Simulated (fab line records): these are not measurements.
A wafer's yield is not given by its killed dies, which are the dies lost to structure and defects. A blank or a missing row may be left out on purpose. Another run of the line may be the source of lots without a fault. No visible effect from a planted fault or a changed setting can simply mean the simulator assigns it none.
Matching of chambers / flow gf180mcu / rie_diel-02 running GF_V3_ETCH_16: 4 sister chambers
The step etches BARC in N2/H2. 8 wafers are shown with their chamber, then 6 later ones without.

== WAFERS, EACH WITH ITS CHAMBER ==
wafer=L572.5; chamber=3; oes_product_au (a.u.)=0.857; throttle_valve_pct (%)=13.227
wafer=L580.2; chamber=3; oes_product_au (a.u.)=0.861; throttle_valve_pct (%)=13.221
wafer=L580.4; chamber=0; oes_product_au (a.u.)=0.850; throttle_valve_pct (%)=13.219
wafer=L581.1; chamber=0; oes_product_au (a.u.)=0.859; throttle_valve_pct (%)=13.220
wafer=L581.5; chamber=1; oes_product_au (a.u.)=0.850; throttle_valve_pct (%)=13.221
wafer=L583.3; chamber=1; oes_product_au (a.u.)=0.849; throttle_valve_pct (%)=13.242
wafer=L583.4; chamber=2; oes_product_au (a.u.)=0.850; throttle_valve_pct (%)=13.213
wafer=L583.5; chamber=2; oes_product_au (a.u.)=0.856; throttle_valve_pct (%)=13.240

== WAFERS MISSING THEIR CHAMBER ==
wafer=L584.3; oes_product_au (a.u.)=0.851; throttle_valve_pct (%)=13.240
wafer=L584.5; oes_product_au (a.u.)=0.857; throttle_valve_pct (%)=13.208
wafer=L584.6; oes_product_au (a.u.)=0.858; throttle_valve_pct (%)=13.244
wafer=L585.2; oes_product_au (a.u.)=0.863; throttle_valve_pct (%)=13.222
wafer=L585.4; oes_product_au (a.u.)=0.856; throttle_valve_pct (%)=13.235
wafer=L585.5; oes_product_au (a.u.)=0.859; throttle_valve_pct (%)=13.228

== WHICH CHAMBER EACH WENT THROUGH ==
wafer=L584.3; from the rows above=can't be placed: 1 or 2 or 0 or 3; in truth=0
wafer=L584.5; from the rows above=can't be placed: 0 or 3 or 2 or 1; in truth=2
wafer=L584.6; from the rows above=can't be placed: 3 or 2 or 0 or 1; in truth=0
wafer=L585.2; from the rows above=can't be placed: 3 or 0 or 2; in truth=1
wafer=L585.4; from the rows above=can't be placed: 2 or 3 or 0 or 1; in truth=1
wafer=L585.5; from the rows above=can't be placed: 3 or 0 or 2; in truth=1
Correctly placed: 0 of 6. From these rows, 6 cannot be placed; in 4 the true chamber is one of the candidates. Wrongly placed: 0.
How it was worked out, from the rows above alone: a wafer's distance from a chamber is the root of the sum, over the readings, of the square of ((its reading less the chamber's mean) divided by the reading's scatter). If the next closest chamber is less than 2 further off than the closest, the wafer can't be placed; otherwise it belongs to the closest. For every chamber, the mean is computed from those of its wafers that are shown. How the scatter is found: for the shown wafers, subtract from each reading the mean of its chamber, square and add these, divide the total by (wafers less chambers), then take the root.
